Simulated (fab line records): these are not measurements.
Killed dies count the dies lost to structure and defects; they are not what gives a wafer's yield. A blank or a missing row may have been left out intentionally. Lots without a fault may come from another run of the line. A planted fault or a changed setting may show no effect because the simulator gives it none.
Matching of chambers + flow gf180mcu + GF_V3_ETCH_16 on rie_diel-03: 4 sister chambers
The step etches BARC in N2/H2. 18 wafers are shown with their chamber, then 9 later ones without.

== WAFERS PAIRED WITH THEIR CHAMBERS ==
| wafer  | chamber | drypump_motor_current_A (A) | oes_product_au (a.u.) | throttle_valve_pct (%) |
|--------|---------|-----------------------------|-----------------------|------------------------|
| L074.2 | 3       | 5.3                         | 0.845                 | 13.224                 |
| L074.4 | 2       | 5.1                         | 0.845                 | 13.219                 |
| L074.6 | 2       | 5.1                         | 0.850                 | 13.231                 |
| L075.1 | 0       | 4.9                         | 0.859                 | 13.222                 |
| L075.3 | 2       | 5.1                         | 0.850                 | 13.226                 |
| L075.6 | 1       | 6.3                         | 0.857                 | 13.227                 |
| L076.3 | 3       | 5.4                         | 0.851                 | 13.231                 |
| L076.5 | 0       | 4.9                         | 0.851                 | 13.222                 |
| L076.6 | 3       | 5.3                         | 0.854                 | 13.218                 |
| L079.3 | 0       | 4.9                         | 0.853                 | 13.221                 |
| L079.4 | 2       | 5.1                         | 0.851                 | 13.221                 |
| L079.5 | 3       | 5.3                         | 0.845                 | 13.214                 |
| L084.1 | 0       | 4.9                         | 0.858                 | 13.243                 |
| L084.4 | 2       | 5.1                         | 0.857                 | 13.219                 |
| L084.5 | 3       | 5.4                         | 0.859                 | 13.229                 |
| L085.1 | 2       | 5.1                         | 0.850                 | 13.220                 |
| L085.2 | 3       | 5.4                         | 0.849                 | 13.228                 |
| L085.4 | 1       | 6.3                         | 0.854                 | 13.233                 |

SIGNATURES, as means of the wafers listed above
| reading                 | chamber 0 | chamber 1 | chamber 2 | chamber 3 | scatter within a chamber |
|-------------------------|-----------|-----------|-----------|-----------|--------------------------|
| drypump_motor_current_A | 4.900     | 6.300     | 5.100     | 5.350     | 0.0327                   |
| oes_product_au          | 0.85525   | 0.85550   | 0.85050   | 0.85050   | 0.00439                  |
| throttle_valve_pct      | 13.22700  | 13.23000  | 13.22267  | 13.22400  | 0.00709                  |
Rule: for each reading, subtract the chamber's mean from the wafer's reading, divide by that reading's scatter and square the result; add these up over the readings and take the root, which gives the wafer's distance from the chamber. If the next closest chamber is less than 2 further off than the closest, the wafer can't be placed; otherwise it belongs to the closest. The scatter: the root of (the sum of the squares of (reading less its chamber's mean) over the shown wafers, divided by (wafers less chambers)).

== WAFERS WHOSE CHAMBER IS MISSING ==
| wafer  | drypump_motor_current_A (A) | oes_product_au (a.u.) | throttle_valve_pct (%) |
|--------|-----------------------------|-----------------------|------------------------|
| L086.1 | 5.1                         | 0.855                 | 13.238                 |
| L086.4 | 4.9                         | 0.847                 | 13.231                 |
| L086.5 | 6.3                         | 0.856                 | 13.221                 |
| L091.1 | 6.3                         | 0.863                 | 13.233                 |
| L091.2 | 5.4                         | 0.857                 | 13.224                 |
| L091.6 | 4.9                         | 0.858                 | 13.248                 |
| L093.1 | 5.3                         | 0.853                 | 13.226                 |
| L093.3 | 4.9                         | 0.848                 | 13.226                 |
| L093.5 | 6.3                         | 0.848                 | 13.226                 |

== EACH ONE'S CHAMBER ==
| wafer  | from the rows above | in truth |
|--------|---------------------|----------|
| L086.1 | 2                   | 2        |
| L086.4 | 0                   | 0        |
| L086.5 | 1                   | 1        |
| L091.1 | 1                   | 1        |
| L091.2 | 3                   | 3        |
| L091.6 | 0                   | 0        |
| L093.1 | 3                   | 3        |
| L093.3 | 0                   | 0        |
| L093.5 | 1                   | 1        |
Correct placement for 9 of the 9. Left unplaced by these rows: 0. 0 placed wrongly.
